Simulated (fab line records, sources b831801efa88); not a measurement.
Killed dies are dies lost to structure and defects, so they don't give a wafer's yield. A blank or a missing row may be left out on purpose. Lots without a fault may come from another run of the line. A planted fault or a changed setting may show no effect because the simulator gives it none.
Which tool did it? | flow gf180mcu | 11 lots, 33 wafers sampled, at 6 steps of a route of 602

WHAT THE GAUGES READ, wafer by wafer
GF_HV_LDD_THK_MEAS_57.
lot  | measured     | on            | HV_LDD_CVD_56_THK (nm)
L540 | day 13 01:09 | film_metro-02 | 88.8 89.8 89.5
L541 | day 13 03:41 | film_metro-03 | 89.9 90.0 90.4
L542 | day 13 10:08 | film_metro-03 | 90.6 90.7 89.2
L545 | day 14 15:08 | film_metro-04 | 89.6 90.5 89.4
L549 | day 16 02:01 | film_metro-04 | 91.4 90.5 90.5
L550 | day 16 02:14 | film_metro-02 | 90.2 89.2 89.2
L554 | day 17 13:05 | film_metro-02 | 90.3 89.5 89.7
L555 | day 17 23:29 | film_metro-04 | 90.6 91.2 90.7
L556 | day 18 05:13 | film_metro-02 | 90.9 91.6 90.9
L559 | day 19 05:50 | film_metro-02 | 90.9 90.7 90.6
L562 | day 20 03:01 | film_metro-03 | 90.2 89.7 90.5

GF_PSD_OVL_MEAS_08.
lot  | measured     | on         | PSD_OVL (nm)
L540 | day 14 19:14 | overlay-01 | 1.2 2.1 1.4
L541 | day 14 21:31 | overlay-01 | 0.4 -1.0 0.5
L542 | day 15 04:49 | overlay-01 | -2.5 -1.1 -1.5
L545 | day 16 10:29 | overlay-02 | -0.2 -0.4 -1.0
L549 | day 18 01:08 | overlay-01 | 2.3 0.1 0.9
L550 | day 18 01:26 | overlay-02 | 0.4 -0.8 0.5
L554 | day 19 13:35 | overlay-01 | -0.4 0.4 2.1
L555 | day 19 22:59 | overlay-02 | -1.8 -0.5 -1.4
L556 | day 20 04:52 | overlay-02 | 0.9 0.6 0.3
L559 | day 21 06:56 | overlay-02 | 0.7 -1.0 0.6
L562 | day 22 03:37 | overlay-01 | 1.9 2.1 1.4

GF_PSD_TW_MEAS_11.
lot  | measured     | on            | PSD_TW
L540 | day 14 19:32 | film_metro-04 | 3237 3236 3230
L541 | day 14 21:48 | film_metro-04 | 3250 3249 3256
L542 | day 15 05:07 | film_metro-02 | 3184 3199 3173
L545 | day 16 10:46 | film_metro-01 | 3162 3159 3155
L549 | day 18 01:25 | film_metro-02 | 3191 3194 3187
L550 | day 18 01:43 | film_metro-01 | 3154 3155 3150
L554 | day 19 13:53 | film_metro-01 | 2939 2937 2948
L555 | day 19 23:17 | film_metro-04 | 3245 3238 3241
L556 | day 20 05:10 | film_metro-01 | 2937 2938 2942
L559 | day 21 07:13 | film_metro-02 | 2971 2966 2973
L562 | day 22 03:56 | film_metro-01 | 3178 3167 3168

GF_PSD_RS_MEAS_15: measures by four-point-probe.
lot  | measured     | on            | PSD_RS (ohm/sq)
L540 | day 14 19:52 | film_metro-02 | 108.24 108.20 108.18
L541 | day 14 22:22 | film_metro-02 | 108.58 108.46 108.31
L542 | day 15 05:32 | film_metro-04 | 108.33 108.24 108.50
L545 | day 16 11:05 | film_metro-02 | 108.39 108.64 108.33
L549 | day 18 01:45 | film_metro-04 | 108.32 108.78 108.39
L550 | day 18 02:02 | film_metro-04 | 108.71 108.48 108.72
L554 | day 19 14:13 | film_metro-02 | 122.98 123.39 122.62
L555 | day 19 23:37 | film_metro-01 | 108.24 108.33 108.47
L556 | day 20 05:28 | film_metro-04 | 123.20 122.85 122.85
L559 | day 21 07:32 | film_metro-01 | 122.93 122.90 123.13
L562 | day 22 04:16 | film_metro-02 | 108.36 108.37 108.31

WHICH TOOL RAN EACH LOT (tool, then ch and the chambers of the sampled wafers, then the start)
lot  | GF_PSD_IMPLANT_09               | GF_PSD_STRIP_10
L540 | implanter-01 ch 0, day 14 19:19 | plasma_asher-04 ch 0,1, day 14 19:26
L541 | implanter-02 ch 0, day 14 21:33 | plasma_asher-01 ch 0,1, day 14 21:42
L542 | implanter-01 ch 0, day 15 04:53 | plasma_asher-02 ch 0,1, day 15 05:00
L545 | implanter-01 ch 0, day 16 10:31 | plasma_asher-01 ch 0, day 16 10:40
L549 | implanter-02 ch 0, day 18 01:11 | plasma_asher-01 ch 0,1, day 18 01:19
L550 | implanter-03 ch 0, day 18 01:29 | plasma_asher-04 ch 0,1, day 18 01:37
L554 | implanter-01 ch 0, day 19 13:40 | plasma_asher-02 ch 0,1, day 19 13:47
L555 | implanter-03 ch 0, day 19 23:04 | plasma_asher-02 ch 0,1, day 19 23:11
L556 | implanter-01 ch 0, day 20 04:55 | plasma_asher-02 ch 0,1, day 20 05:04
L559 | implanter-01 ch 0, day 21 06:58 | plasma_asher-02 ch 0,1, day 21 07:07
L562 | implanter-02 ch 0, day 22 03:41 | plasma_asher-01 ch 0,1, day 22 03:50
- GF_PSD_IMPLANT_09
- GF_PSD_STRIP_10: strips in O2/N2.

WHAT THE TOOLS THEMSELVES READ (means of the sampled wafers that have a number; where no wafer has one, the mark that the record gives instead)
GF_PSD_IMPLANT_09.
lot  | tool         | beam_energy_keV
L540 | implanter-01 | 39.989
L541 | implanter-02 | 40.007
L542 | implanter-01 | 39.994
L545 | implanter-01 | 40.008
L549 | implanter-02 | 39.991
L550 | implanter-03 | 40.010
L554 | implanter-01 | 30.510
L555 | implanter-03 | 39.990
L556 | implanter-01 | 30.513
L559 | implanter-01 | 30.524
L562 | implanter-02 | 39.990

GF_PSD_STRIP_10.
lot  | tool            | drypump_motor_current_A (A) | heater_power_w (W) | oes_product_au (a.u.) | platen_temp_c (C) | strip_time_to_endpoint_s (s)
L540 | plasma_asher-04 | 5.86                        | 330                | 0.592                 | 249.76            | 16.59
L541 | plasma_asher-01 | 5.64                        | 369                | 0.595                 | 250.01            | 16.54
L542 | plasma_asher-02 | 5.95                        | 352                | 0.592                 | 249.96            | 16.50
L545 | plasma_asher-01 | 5.69                        | 369                | 0.594                 | 249.96            | 16.55
L549 | plasma_asher-01 | 5.60                        | 365                | 0.590                 | 250.00            | 16.52
L550 | plasma_asher-04 | 5.79                        | 340                | 0.597                 | 249.91            | 16.56
L554 | plasma_asher-02 | 5.75                        | 337                | 0.609                 | 249.85            | 15.59
L555 | plasma_asher-02 | 5.72                        | 333                | 0.588                 | 250.05            | 16.50
L556 | plasma_asher-02 | 5.95                        | 358                | 0.608                 | 250.10            | 15.57
L559 | plasma_asher-02 | 5.74                        | 330                | 0.613                 | 250.12            | 15.64
L562 | plasma_asher-01 | 5.59                        | 360                | 0.592                 | 250.27            | 16.49

THE ANSWER, worked out from the rows above alone
Rule: what is usual is taken from the lots themselves. Put in order of their means at a reading, lots are off if they are a third of the lots or fewer, leave a main group of 4 or more, and stand apart from it by a gap of 3 or more times the standard deviation of the main group's means; of several such gaps the widest counts. A main group whose means are all the same, to the digits that the tables above print for the reading, isn't used. A lot without any number at a reading at which 4 lots or more have one is off too. The other lots that the step has rows for count as sound. The gauges are gone through in route order, then the tools' own readings, and for those a lot's mean is taken as printed above. The first step at which some lot is off is used, and at that step the reading that is off furthest; a lot without a number counts as furthest.
Off: L554, L556, L559, at GF_PSD_TW_MEAS_11 (PSD_TW). The main group: mean 3198, standard deviation 36.
A tool fits if, at a process step before that reading, it ran every lot that is off, and no sound lot after the first of them. The gauges at GF_PSD_TW_MEAS_11 aren't tried: what is off there is off at GF_PSD_IMPLANT_09 too, on other tools, and a gauge's error can't cause that. One fits: implanter-01 at GF_PSD_IMPLANT_09. Its last sound lot is L545 (day 16 10:31), its first lot that is off L554 (day 19 13:40): a fault that began between those two fits.
The tool's own readings at GF_PSD_IMPLANT_09 bear it out: on the lots that are off they differ by more than 5 times the standard deviation of the sound lots' means. beam_energy_keV reads 30.516 there against 39.997 on the sound lots.

WHAT THE SIMULATOR HAD PUT IN
Process parameter drift: implanter-01, from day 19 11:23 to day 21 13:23, at GF_PSD_IMPLANT_09. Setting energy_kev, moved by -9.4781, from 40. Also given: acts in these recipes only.
Lots struck among those shown: L554, L556, L559. The rule above found the same.
